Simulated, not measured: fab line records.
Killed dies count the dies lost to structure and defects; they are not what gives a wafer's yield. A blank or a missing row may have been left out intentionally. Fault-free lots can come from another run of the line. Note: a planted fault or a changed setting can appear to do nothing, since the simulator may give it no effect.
fab line records | flow sky130
[record] lots = 12 wafers = 36 last_day = 51
route steps=708 shown CONTACT@422 METAL1@434 PAD_OPEN@708
lots that met no fault: taken from a fault-free run of the same line
start_h: start of the lot's first displayed wafer, in hours after the record's first day | wait_h: hours from the lot's prior step to this one | " repeats the value in the row above | L1.1+2: a single row standing in for several wafers | - value missing, or start not given | * or withheld: withheld | < > ~ a bound
route shown NAME@n: a module of which the file shows steps, and the number in the route of the first | usual: mean/standard deviation of fault-free wafers | same: alike in all rows | chamber/n: place in a boat | sites: each site's reading | _std_site: how widely they spread, as a standard deviation | _edge_site: outer sites' mean less inner sites' | radius_mm: how far each site lies from the wafer's centre | mask NAME#n: copy n | behind: tool/chamber where the wafer was last shaped | hold: why the lot was held/for how many hours/how that ended | device: the n, p or np transistor that did not switch | end of line: at the end of the route, the tests of the same wafers | a step without rows: its recipe alone | killed: count of dies lost to structure and defects at first sort (not the wafer's yield) | map: per-die view of a wafer (x killed, . not killed, _ where there is no die)
set.NAME: the run value of the setting; set.NAME@STEP: its run value at that earlier step | model.NAME: the simulator's own value behind a step, which no gauge read
the route's steps for a sample of lots (tables are steps, rows are wafers)
services: from which hour (start_h, from the record's first day; less than 0 if before it) a tool's chamber was out of use, for how many hours, and why
[[steps]]
[step SKY_CONTACT_ETCH_16]
[recipe] chemistry = N2/H2 target = BARC ion_energy_ev = 200 source_w = 500 bias_w = 100 pressure_mtorr = 30 n2_flow_sccm = 100 h2_flow_sccm = 200 stop_on = SiO2 time_s = 45.9 target_depth_a = 600
[usual] drypump_motor_current_A = 5.9/0.32 oes_product_au = 0.855/0.0048 throttle_valve_pct = 13.225/0.0089
// columns lot.wafer tool chamber start_h wait_h drypump_motor_current_A oes_product_au rf_hours_counter_h throttle_valve_pct
L668.2 rie_diel-02 3 765.24 0.0 5.4 0.849 17 13.227
L668.3 " 0 " " 5.9 0.852 30 13.219
L668.5 " 0 " " 6.0 0.854 - 13.228
L670.2 rie_diel-02 0 772.57 0.0 5.9 0.859 30 13.224
L670.5 " 3 " " 5.4 0.858 - 13.228
L670.6 " 2 " " 5.8 0.854 - 13.228
L674.3 rie_diel-04 3 797.07 0.0 6.0 0.848 6 13.230
L674.5 " 0 " " 5.7 0.854 - 13.243
L674.6 " 1 " " 5.9 0.863 - 13.222
L676.2 rie_diel-02 2 810.02 0.0 5.8 0.855 4 13.241
L676.5 " 3 " " 5.4 0.856 - 13.230
L676.6 " 2 " " 5.8 0.855 - 13.230
L675.4 rie_diel-03 3 811.59 0.0 6.4 0.852 2 13.231
L675.5 " 2 " " 6.4 0.846 - 13.244
L675.6 " 1 " " 5.9 0.859 - 13.240
L677.2 rie_diel-03 2 815.94 0.0 6.4 0.857 20 13.220
L677.3 " 1 " " 5.9 0.854 16 13.231
L677.6 " 1 " " 5.9 0.862 - 13.221
L679.1 rie_diel-04 3 837.02 0.0 6.0 0.857 7 13.220
L679.2 " 1 " " 5.9 0.857 5 13.223
L679.5 " 0 " " 5.7 0.868 - 13.230
L682.1 rie_diel-02 3 864.02 0.0 5.4 0.847 20 13.218
L682.2 " 2 " " 5.8 0.850 6 13.230
L682.3 " 1 " " 5.7 0.856 27 13.232
L683.3 rie_diel-03 1 866.42 0.0 5.9 0.859 17 13.247
L683.4 " 1 " " 5.8 0.856 - 13.219
L683.6 " 3 " " 6.4 0.846 - 13.224
L684.3 rie_diel-04 1 867.92 0.0 5.9 0.856 6 13.225
L684.4 " 2 " " 6.4 0.854 8 13.224
L684.5 " 0 " " 5.6 0.857 - 13.245
L685.2 rie_diel-04 3 878.27 0.0 6.0 0.854 9 13.226
L685.4 " 2 " " 6.4 0.865 9 13.229
L685.6 " 1 " " 5.9 0.855 - 13.226
L690.1 rie_diel-02 0 934.79 0.0 6.0 0.851 3 13.224
L690.2 " 2 " " 5.9 0.850 9 13.232
L690.6 " 1 " " 5.7 0.858 - 13.221
[step SKY_CONTACT_CVD_24]
[recipe] material = W target_thk_nm = 340 time_s = 102.12 temp_c = 400 pressure_torr = 40
[usual] chamber_pressure_Torr = 40.01/0.095 heater_power_outer_w = 597/57 heater_power_w = 954/100
// columns lot.wafer tool chamber start_h wait_h chamber_pressure_Torr heater_power_outer_w heater_power_w
L668.2 cvd_w-01 0 766.09 0.0 40.04 619 1057
L668.3 " 1 " " 39.82 534 804
L668.5 " 0 " " 40.00 618 1014
L670.2 cvd_w-02 1 773.37 0.0 39.96 682 1068
L670.5 " 0 " " 39.96 558 869
L670.6 " 1 " " 39.91 652 1072
L674.3 cvd_w-02 1 797.89 0.1 39.93 684 1072
L674.5 " 1 " " 40.05 676 1079
L674.6 " 0 " " 39.94 556 878
L676.2 cvd_w-02 0 810.81 0.0 39.95 551 881
L676.5 " 1 " " 39.91 667 1069
L676.6 " 0 " " 39.82 551 893
L675.4 cvd_w-02 1 812.42 0.1 40.09 664 1042
L675.5 " 0 " " 40.08 564 868
L675.6 " 1 " " 40.06 678 1079
L677.2 cvd_w-02 1 816.73 0.0 39.87 665 1073
L677.3 " 1 " " 39.95 673 1066
L677.6 " 1 " " 39.82 670 1056
L679.1 cvd_w-02 1 837.82 0.0 39.91 676 1079
L679.2 " 0 " " 40.05 564 889
L679.5 " 0 " " 40.05 561 874
L682.1 cvd_w-02 0 864.82 0.0 - - -
L682.2 " 1 " " - - -
L682.3 " 0 " " - - -
L683.3 cvd_w-02 1 867.31 0.1 - - -
L683.4 " 0 " " - - -
L683.6 " 1 " " - - -
L684.3 cvd_w-02 1 868.75 0.1 - - -
L684.4 " 0 " " - - -
L684.5 " 0 " " - - -
L685.2 cvd_w-01 1 879.06 0.0 40.14 530 846
L685.4 " 1 " " 40.03 539 827
L685.6 " 1 " " 40.24 543 832
L690.1 cvd_w-02 0 936.09 0.0 40.12 562 902
L690.2 " 1 " " 39.93 678 1075
L690.6 " 0 " " 40.16 562 887
[step SKY_CONTACT_RS_MEAS_25]
[recipe] thk_meas_gauge = four-point-probe reads = W_of_CONTACT_CVD_24+TiN_of_CONTACT_SPUTTER_23
[usual] CONTACT_W_RS = 0.336/0.0041
// columns lot.wafer tool chamber start_h wait_h CONTACT_W_RS[ohm/sq]
L668.2 film_metro-03 - 766.22 0.1 0.331
L668.3 " - " " 0.332
L668.5 " - " " 0.330
L670.2 film_metro-01 - 773.50 0.1 0.343
L670.5 " - " " 0.344
L670.6 " - " " 0.338
L674.3 film_metro-04 - 798.01 0.1 0.339
L674.5 " - " " 0.337
L674.6 " - " " 0.338
L676.2 film_metro-03 - 810.94 0.1 0.338
L676.5 " - " " 0.336
L676.6 " - " " 0.343
L675.4 film_metro-03 - 812.55 0.1 0.336
L675.5 " - " " 0.335
L675.6 " - " " 0.339
L677.2 film_metro-01 - 816.86 0.1 0.333
L677.3 " - " " 0.330
L677.6 " - " " 0.331
L679.1 film_metro-04 - 837.93 0.1 0.335
L679.2 " - " " 0.337
L679.5 " - " " 0.338
L682.1 film_metro-01 - 864.93 0.1 57.007
L682.2 " - " " 57.611
L682.3 " - " " 56.861
L683.3 film_metro-04 - 867.42 0.1 57.533
L683.4 " - " " 57.742
L683.6 " - " " 58.357
L684.3 film_metro-04 - 868.87 0.1 59.309
L684.4 " - " " 59.771
L684.5 " - " " 58.999
L685.2 film_metro-01 - 879.19 0.1 0.334
L685.4 " - " " 0.338
L685.6 " - " " 0.335
L690.1 film_metro-04 - 936.20 0.1 0.338
L690.2 " - " " 0.341
L690.6 " - " " 0.340
[step SKY_CONTACT_THK_MEAS_26]
[recipe] thk_meas_gauge = xrf reads = W_of_CONTACT_CVD_24
[usual] CONTACT_W_THK = 336/4.5
// columns lot.wafer tool chamber start_h wait_h CONTACT_W_THK[nm]
L668.2 film_metro-03 - 766.33 0.1 341
L668.3 " - " " 342
L668.5 " - " " 339
L670.2 film_metro-01 - 773.61 0.1 326
L670.5 " - " " 326
L670.6 " - " " 331
L674.3 film_metro-04 - 798.11 0.1 333
L674.5 " - " " 339
L674.6 " - " " 336
L676.2 film_metro-03 - 811.05 0.1 333
L676.5 " - " " 336
L676.6 " - " " 331
L675.4 film_metro-03 - 812.64 0.1 337
L675.5 " - " " 339
L675.6 " - " " 334
L677.2 film_metro-01 - 816.97 0.1 337
L677.3 " - " " 339
L677.6 " - " " 335
L679.1 film_metro-04 - 838.05 0.1 341
L679.2 " - " " 339
L679.5 " - " " 340
L682.1 film_metro-01 - 865.05 0.1 <0
L682.2 " - " " <0
L682.3 " - " " <0
L683.3 film_metro-04 - 867.52 0.1 <0
L683.4 " - " " <0
L683.6 " - " " <0
L684.3 film_metro-04 - 868.97 0.1 <0
L684.4 " - " " <0
L684.5 " - " " <0
L685.2 film_metro-01 - 879.30 0.1 340
L685.4 " - " " 336
L685.6 " - " " 340
L690.1 film_metro-04 - 936.32 0.1 336
L690.2 " - " " 333
L690.6 " - " " 333
[step SKY_METAL1_SPUTTER_00]
[recipe] material = Ti target_thk_nm = 15 power_w = 3000 time_s = 10 chamber_pressure_pa = 0.3896
[usual] throttle_valve_pct = 29.5/1.1
// columns lot.wafer tool chamber start_h wait_h throttle_valve_pct
L668.2 pvd_sputter-04 - 766.68 0.1 29.1
L668.3 " - " " 30.6
L668.5 " - " " 29.0
L670.2 pvd_sputter-02 - 773.96 0.2 29.3
L670.5 " - " " 30.2
L670.6 " - " " 29.4
L674.3 pvd_sputter-02 - 798.45 0.1 29.6
L674.5 " - " " 27.2
L674.6 " - " " 29.5
L676.2 pvd_sputter-04 - 811.64 0.2 30.0
L676.5 " - " " 29.8
L676.6 " - " " 28.9
L675.4 pvd_sputter-04 - 812.97 0.1 29.1
L675.5 " - " " 30.0
L675.6 " - " " 30.2
L677.2 pvd_sputter-04 - 817.32 0.2 28.9
L677.3 " - " " 30.4
L677.6 " - " " 28.9
L679.1 pvd_sputter-01 - 838.41 0.2 31.9
L679.2 " - " " 29.8
L679.5 " - " " 32.1
L685.2 pvd_sputter-01 - 879.65 0.1 29.8
L685.4 " - " " 30.1
L685.6 " - " " 29.8
L690.1 pvd_sputter-04 - 936.72 0.1 30.2
L690.2 " - " " 28.8
L690.6 " - " " 29.8
[step SKY_METAL1_RS_MEAS_05]
[recipe] thk_meas_gauge = four-point-probe reads = TiN_of_METAL1_SPUTTER_04+Ti_of_METAL1_SPUTTER_03+AlCu_of_METAL1_SPUTTER_02+TiN_of_METAL1_SPUTTER_01+Ti_of_METAL1_SPUTTER_00
[usual] METAL1_ALCU_RS = 0.1271/0.0012
// columns lot.wafer tool chamber start_h wait_h METAL1_ALCU_RS[ohm/sq]
L668.2 film_metro-03 - 766.84 0.0 0.1290
L668.3 " - " " 0.1258
L668.5 " - " " 0.1288
L670.2 film_metro-01 - 774.12 0.0 0.1280
L670.5 " - " " 0.1281
L670.6 " - " " 0.1285
L674.3 film_metro-01 - 798.63 0.1 0.1262
L674.5 " - " " 0.1273
L674.6 " - " " 0.1265
L676.2 film_metro-01 - 811.80 0.0 0.1284
L676.5 " - " " 0.1290
L676.6 " - " " 0.1288
L675.4 film_metro-03 - 813.17 0.1 0.1277
L675.5 " - " " 0.1264
L675.6 " - " " 0.1252
L677.2 film_metro-01 - 817.48 0.0 0.1281
L677.3 " - " " 0.1259
L677.6 " - " " 0.1276
L679.1 film_metro-03 - 838.55 0.0 0.1269
L679.2 " - " " 0.1270
L679.5 " - " " 0.1277
L685.2 film_metro-01 - 879.81 0.0 0.1260
L685.4 " - " " 0.1266
L685.6 " - " " 0.1259
L690.1 film_metro-01 - 936.86 0.0 0.1261
L690.2 " - " " 0.1283
L690.6 " - " " 0.1273
[step SKY_PAD_OPEN_PROBE_99]
[usual] killed_at_M0_to_M3 = 43/6.8 killed_at_M4_up = 3.1/1.8 killed_at_contacts = 25/5.8 killed_at_front_end = 15/4.2 killed_at_other = 0.3/0.5 killed_dies = 87/9.7 killed_on_rim = 17/4.1 killed_open = 47/7.3 killed_short = 39/6.6
[same] gross_dies = 492 killed_at_back_side = 0
// columns lot.wafer tool chamber start_h wait_h killed_at_M0_to_M3 killed_at_M4_up killed_at_contacts killed_at_front_end killed_at_other killed_dies killed_on_rim killed_open killed_short
L675.4 prober-01 - 1133.75 0.2 40 1 17 17 1 76 9 42 34
L675.5 prober-01 - 1133.80 0.2 49 3 25 13 0 90 11 50 40
L675.6 prober-01 - 1133.85 0.2 43 2 29 12 0 86 12 54 32
L682.1 prober-01 - 1173.74 0.1 49 3 426 14 0 492 96 41 47
L682.2 prober-01 - 1173.79 0.1 46 4 427 15 0 492 96 50 44
L682.3 prober-01 - 1173.84 0.2 42 4 432 14 0 492 96 37 44
L683.3 prober-02 - 1175.59 0.2 50 5 414 23 0 492 96 66 39
L683.4 prober-02 - 1175.64 0.2 50 5 416 21 0 492 96 63 40
L683.6 prober-02 - 1175.74 0.2 37 5 431 19 0 492 96 55 36
L684.3 prober-01 - 1175.74 0.2 50 1 429 12 0 492 96 47 49
L684.4 prober-01 - 1175.79 0.2 39 6 431 16 0 492 96 50 35
L684.5 prober-01 - 1175.84 0.2 47 2 432 10 1 492 96 49 43
L685.2 prober-02 - 1181.91 0.1 39 1 25 12 1 78 14 49 29
L685.4 prober-02 - 1182.01 0.2 40 8 24 10 0 82 11 56 26
L685.6 prober-02 - 1182.11 0.2 59 3 28 18 0 108 25 53 55
L690.1 prober-02 - 1214.66 0.1 46 7 27 17 0 97 17 59 38
L690.2 prober-02 - 1214.71 0.1 36 8 18 21 0 83 17 42 41
L690.6 prober-02 - 1214.91 0.2 48 2 26 15 1 92 15 64 28
// killed by level:class
L675.4 VIA2:geometric_particle:open=9 LI_CONTACT:geometric_particle:open=8 METAL1:geometric_particle:short=8 VIA3:geometric_particle:open=6 FIELD_ISO:geometric_particle:open=5 VIA1:geometric_particle:open=5 CONTACT:geometric_particle:open=5 VIA2:geometric_particle:short=5
L675.5 CONTACT:geometric_particle:open=12 VIA3:geometric_particle:open=8 VIA1:geometric_particle:open=7 LI_CONTACT:geometric_particle:open=6 VIA1:geometric_particle:short=6 METAL1:geometric_particle:short=5 VIA2:geometric_particle:open=5 VIA2:geometric_particle:short=4
L675.6 VIA1:geometric_particle:open=16 LOCAL_INTERCONNECT:geometric_particle:short=8 LI_CONTACT:geometric_particle:open=7 CONTACT:geometric_particle:open=7 VIA2:geometric_particle:open=6 VIA3:geometric_particle:open=5 VIA1:geometric_particle:short=4 FIELD_ISO:geometric_particle:open=3
L682.1 CONTACT:area_cvd=404 VIA1:geometric_particle:short=11 VIA1:geometric_particle:open=11 CONTACT:geometric_particle:open=6 METAL1:geometric_particle:short=5 LI_CONTACT:geometric_particle:open=5 CONTACT:geometric_particle:short=5 VIA2:geometric_particle:open=5
L682.2 CONTACT:area_cvd=398 CONTACT:geometric_particle:open=10 VIA3:geometric_particle:open=10 LI_CONTACT:geometric_particle:open=8 VIA2:geometric_particle:open=5 VIA3:geometric_particle:short=5 LI_CONTACT:geometric_particle:short=4 LOCAL_INTERCONNECT:geometric_particle:short=4
L682.3 CONTACT:area_cvd=411 CONTACT:geometric_particle:open=8 METAL2:geometric_particle:short=7 VIA1:geometric_particle:short=7 CONTACT:geometric_particle:short=6 VIA2:geometric_particle:open=5 VIA1:geometric_particle:open=5 LI_CONTACT:geometric_particle:open=4
L683.3 CONTACT:area_cvd=387 LI_CONTACT:geometric_particle:open=13 VIA1:geometric_particle:open=13 CONTACT:geometric_particle:open=10 FIELD_ISO:geometric_particle:open=9 VIA3:geometric_particle:open=8 POLY_GATE:geometric_particle:short=6 FIELD_ISO:geometric_particle:short=5
L683.4 CONTACT:area_cvd=389 VIA1:geometric_particle:open=17 LI_CONTACT:geometric_particle:open=10 VIA3:geometric_particle:open=9 CONTACT:geometric_particle:open=7 VIA2:geometric_particle:open=7 POLY_GATE:geometric_particle:open=6 CONTACT:geometric_particle:short=6
L683.6 CONTACT:area_cvd=401 VIA1:geometric_particle:open=13 CONTACT:geometric_particle:open=10 FIELD_ISO:geometric_particle:short=6 CONTACT:geometric_particle:short=5 POLY_GATE:geometric_particle:open=4 LI_CONTACT:geometric_particle:open=4 LI_CONTACT:geometric_particle:short=4
L684.3 CONTACT:area_cvd=396 CONTACT:geometric_particle:open=11 VIA1:geometric_particle:open=10 CONTACT:geometric_particle:short=9 METAL2:geometric_particle:short=9 LI_CONTACT:geometric_particle:open=7 METAL1:geometric_particle:short=7 VIA2:geometric_particle:open=6
L684.4 CONTACT:area_cvd=407 VIA1:geometric_particle:open=11 METAL2:geometric_particle:short=9 LI_CONTACT:geometric_particle:open=7 CONTACT:geometric_particle:open=7 VIA3:geometric_particle:open=7 FIELD_ISO:geometric_particle:short=5 LOCAL_INTERCONNECT:geometric_particle:short=4
L684.5 CONTACT:area_cvd=400 CONTACT:geometric_particle:open=15 VIA1:geometric_particle:open=12 VIA3:geometric_particle:open=9 VIA1:geometric_particle:short=7 CONTACT:geometric_particle:short=6 METAL1:geometric_particle:short=6 FIELD_ISO:geometric_particle:short=5
L685.2 VIA1:geometric_particle:open=12 CONTACT:geometric_particle:open=8 VIA3:geometric_particle:open=7 LI_CONTACT:geometric_particle:open=7 VIA2:geometric_particle:open=6 LOCAL_INTERCONNECT:geometric_particle:short=5 METAL2:geometric_particle:short=5 LI_CONTACT:geometric_particle:short=4
L685.4 VIA1:geometric_particle:open=14 VIA2:geometric_particle:open=11 LI_CONTACT:geometric_particle:open=8 CONTACT:geometric_particle:open=8 METAL4:geometric_particle:short=5 POLY_GATE:geometric_particle:open=4 LOCAL_INTERCONNECT:geometric_particle:short=4 FIELD_ISO:geometric_particle:open=3
L685.6 VIA2:geometric_particle:open=12 CONTACT:geometric_particle:open=11 VIA1:geometric_particle:open=9 LOCAL_INTERCONNECT:geometric_particle:short=8 METAL2:geometric_particle:short=7 METAL1:geometric_particle:short=7 VIA2:geometric_particle:short=7 FIELD_ISO:geometric_particle:short=6
L690.1 CONTACT:geometric_particle:open=13 VIA1:geometric_particle:open=11 CONTACT:geometric_particle:short=7 VIA3:geometric_particle:open=6 POLY_GATE:geometric_particle:open=6 VIA2:geometric_particle:open=6 METAL2:geometric_particle:open=5 METAL2:geometric_particle:short=4
L690.2 CONTACT:geometric_particle:open=12 VIA1:geometric_particle:open=9 FIELD_ISO:geometric_particle:short=6 METAL2:geometric_particle:short=5 METAL3:geometric_particle:short=5 METAL4:geometric_particle:short=5 POLY_GATE:geometric_particle:short=4 CONTACT:geometric_particle:short=4
L690.6 VIA1:geometric_particle:open=15 VIA3:geometric_particle:open=9 CONTACT:geometric_particle:open=8 LI_CONTACT:geometric_particle:open=8 VIA2:geometric_particle:open=8 CONTACT:geometric_particle:short=6 FIELD_ISO:geometric_particle:short=4 POLY_GATE:geometric_particle:open=4
[[services]]
// columns tool chamber start_h hours kind
cvd_w-01 - 745.03 14.6 pm
rie_diel-04 0 765.69 6.6 repair
rie_diel-02 3 790.15 6.4 repair
cvd_w-02 - 799.67 2.8 pm
rie_diel-04 - 805.43 0.8 repair
pvd_sputter-01 - 818.93 2.9 repair
rie_diel-04 - 819.53 0.8 repair
pvd_sputter-02 - 820.47 1.4 repair
rie_diel-02 3 839.92 6.0 repair
rie_diel-02 - 840.00 0.2 repair
rie_diel-02 0 845.88 - clean
rie_diel-02 0 845.88 24.4 scheduled_down
rie_diel-02 0 845.88 24.4 vent_cycle
cvd_w-02 - 856.38 1.2 repair
rie_diel-03 2 860.47 7.9 repair
cvd_w-01 1 863.11 6.3 repair
cvd_w-01 - 866.41 0.7 repair
rie_diel-03 0 868.68 2.4 repair
pvd_sputter-01 - 874.92 3.5 repair
rie_diel-04 2 893.15 5.9 repair
rie_diel-03 3 899.94 4.7 repair
cvd_w-01 - 904.00 14.0 pm
rie_diel-02 1 919.02 6.1 repair
pvd_sputter-02 - 919.42 3.8 repair
[[key]]
[first_sign] step = SKY_CONTACT_CVD_24 reading = tool_record direction = missing
[effect] step = SKY_CONTACT_RS_MEAS_25 reading = CONTACT_W_RS direction = up sigmas = 99+ usual = 0.336 struck = 58.132
[effect] step = SKY_CONTACT_THK_MEAS_26 reading = CONTACT_W_THK direction = down sigmas = 75 usual = 336 struck = <0
[effect] step = SKY_PAD_OPEN_PROBE_99 reading = killed_at_contacts direction = up sigmas = 69 usual = 25 struck = 426
[more_kills_born_at] SKY_CONTACT_CVD_24@cvd_w-02 = 3585
met_at SKY_CONTACT_CVD_24
struck_lots L682,L683,L684
later_rows_left_out L682.1,L682.2,L682.3,L683.3,L683.4,L683.6,L684.3,L684.4,L684.5
tester_left_out L682,L683,L684
not_acting_at SKY_CONTACT_ETCH_16,SKY_METAL1_SPUTTER_00,SKY_METAL1_RS_MEAS_05
onset_between 837.82 864.82
[fault] kind = skipped_step_whole tool = cvd_w-02 chamber = - onset_h = 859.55 steps = SKY_CONTACT_CVD_24 scope = struck_lots_only
// tester_left_out: of these lots the tester's yield and bins aren't shown, on N5 and GAA mostly nor the transistor test; their killed dies are dies lost to structure and defects alone, not to doping, threshold or leakage, so they don't give the yield
// later_rows_left_out: the simulator's readings of these wafers behind a module that went badly wrong aren't trusted and aren't shown, but for the sort
